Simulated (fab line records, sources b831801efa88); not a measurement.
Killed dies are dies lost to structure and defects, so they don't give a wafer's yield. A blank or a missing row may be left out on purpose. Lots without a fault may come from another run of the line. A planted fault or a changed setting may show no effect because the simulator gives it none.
One fault seen from 2 desks | flow gf180mcu | each desk has only its own numbers; what lay behind them comes last

THE TOOL OWNER'S DESK: wet_bench-02
The tool's own readings at GF_STI_WET_ETCH_17 (etches Si3N4 in H3PO4, target depth 45 nm, time 514 s): means of the sampled wafers that have a number, for each lot that ran on this tool. A lot is out of limits, marked OUT, if its mean lies more than 4 standard deviations from the usual mean; the brackets give that distance.
Columns: A = bath_guard_temp_C at GF_STI_WET_ETCH_17, usual 160.3 C; B = run_length_s at GF_STI_WET_ETCH_17, usual 542 s
lot  | first seen here | A     | B
L735 | day 3 14:21     | 160.7 | 540
L740 | day 4 15:40     | 160.4 | 1030 (+99 or more) OUT
L742 | day 5 01:30     | 161.0 | 1029 (+99 or more) OUT
This desk's finding: out of limits on L740, L742; first on L740, day 4 15:40 (run_length_s at GF_STI_WET_ETCH_17). In limits: L735.

THE METROLOGY DESK
What the gauges read, lot by lot, whatever tool the lot ran on: means of the sampled wafers that have a number. A lot is out of limits, marked OUT, if its mean lies more than 4 standard deviations from the usual mean; the brackets give that distance.
Columns: A = cd_nm at GF_STI_CD_MEAS_12, usual 220.4 nm; B = STI_OXIDATION_01_THK at GF_STI_THK_MEAS_22, usual 14.8 nm; C = STI_CVD_23_THK at GF_STI_THK_MEAS_24, usual 650 nm
lot  | first seen here | A     | B    | C
L730 | day 2 11:37     | 220.2 | 14.7 | 643
L735 | day 3 13:59     | 218.3 | 15.3 | 652
L740 | day 4 15:19     | 219.5 | 14.0 | 657
L742 | day 5 01:07     | 218.7 | 14.6 | 658
L745 | day 5 16:28     | 220.5 | 14.6 | 652
L750 | day 6 19:37     | 220.2 | 14.6 | 651
This desk's finding: nothing out of limits on any of the 6 lots.

PUT TOGETHER
The tool owner's desk could have raised an alarm at day 4 15:40, on L740, L742.
The metrology desk saw nothing out of limits.
The metrology desk has L740, L742 on record, within its limits.
Of the lots named, all ran GF_STI_WET_ETCH_17 on wet_bench-02.

WHAT THE SIMULATOR HAD PUT IN
Process parameter drift: wet_bench-02, from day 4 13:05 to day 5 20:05, at GF_STI_WET_ETCH_17. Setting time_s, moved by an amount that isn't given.
Lots struck among those shown: L740, L742.
Hours from the fault's start to each desk's first reading out of limits: the tool owner's desk, 3.
